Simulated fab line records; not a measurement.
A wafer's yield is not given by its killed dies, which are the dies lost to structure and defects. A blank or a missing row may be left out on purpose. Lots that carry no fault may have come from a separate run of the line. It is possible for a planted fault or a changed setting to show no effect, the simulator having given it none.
Problem report, 8D (eight disciplines) form, completed by code | flow gf180mcu | the parts of the form that need people (team, actions taken, sign-off) are left out

== 1. WHAT WENT WRONG ==
V2_CVD_00_THK at GF_V2_THK_MEAS_01 reads a mean of 472 nm on 6 wafers of 2 lots; wafers without a fault read 602 nm with a standard deviation of 8.1. Relative to the usual mean, that is a shift of -16 standard deviations.
First observed at day 20 20:41: wafer L271.1, on film-metro-03. The record holds 39 wafers of 13 lots with a number at this step. Rule for "out" (also "out of limits"): further than 4 standard deviations from the usual mean. Any other wafer with a number is counted as sound.

== 2. WHAT THIS IS AND IS NOT ==
question                    | is                     | is not
which readings at this step | V2_CVD_00_THK          | -
which lots                  | L271, L273             | L267, L268, L275, L281, L282, L283, L284, L285, L286, L288, L289
which wafers of those lots  | all that have a number | -
read on which gauges        | film-metro-03          | film-metro-01, film-metro-04
when                        | from day 20 20:41      | up to then (6 sound wafers); but 27 sound wafers of L275, L281, L282, L283, L284, L285, L286, L288, L289 came after

== 3. WHAT RULES OUT EACH SUSPECT ==
Counting: a tool stays on the suspect list if, at a process step up to the reading, it processed all lots that are out and no sound lot following the first of them.
- ruled out: the gauge at GF_V2_THK_MEAS_01. All the wafers that are out were read on film-metro-03, but those of them that GF_V2_CVD_00 has rows for are out there too, on other tools.
- hdpcvd-02 at GF_V2_CVD_00 (deposits SiO2, target thk 600 nm, time 100 s): ruled out as a lasting fault. Following L271 (day 20 20:37), the first lot on it that is out, the sound lots L281, L282, L283, L285, L288 were run on it.
Left after counting: nothing in the record.

== 4. THE CAUSE (what the simulator had put in) ==
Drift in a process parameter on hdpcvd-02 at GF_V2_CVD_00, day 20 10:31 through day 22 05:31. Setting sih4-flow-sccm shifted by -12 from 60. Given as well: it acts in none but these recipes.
Counting ruled it out, wrongly: the rule takes a fault to strike every lot that its tool runs from its start on, and this one did not.

== 5. THE EFFECT CHAIN, in route order ==
Each row: a reading where the mean over the struck wafers with a number is more than 3 standard deviations away from the usual. Only readings for which the record gives a usual standard deviation are gone through. hours: the time from each lot's start at the first step in this table that gives one to its start at this step, as a median over the lots. sigmas: the change in usual standard deviations.
hours | step              | reading        | usual      | on struck wafers | change | sigmas
0     | GF_V2_CVD_00      | sih4-flow-sccm | 59.99 sccm | 48.18            | -11.81 | -59
0     | GF_V2_THK_MEAS_01 | V2_CVD_00_THK  | 602 nm     | 472              | -130   | -16
Process steps it contains:
- GF_V2_CVD_00: deposits SiO2, target thk 600 nm, time 100 s.
Later measuring or inspecting steps at which every struck wafer that the step has a row for has a number for every such reading, and none has moved that far: GF_V2_THK_MEAS_03.

== 6. HOW IT WOULD HAVE BEEN CAUGHT EARLIER ==
10 hours passed between the start of the fault at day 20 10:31 and the first reading out of limits at a measuring or inspecting step in this record, taken at day 20 20:41.
Tool's own readings at GF_V2_CVD_00, sih4-flow-sccm: out on all struck wafers the step has rows for; an alarm limit on them would have tripped on the first.
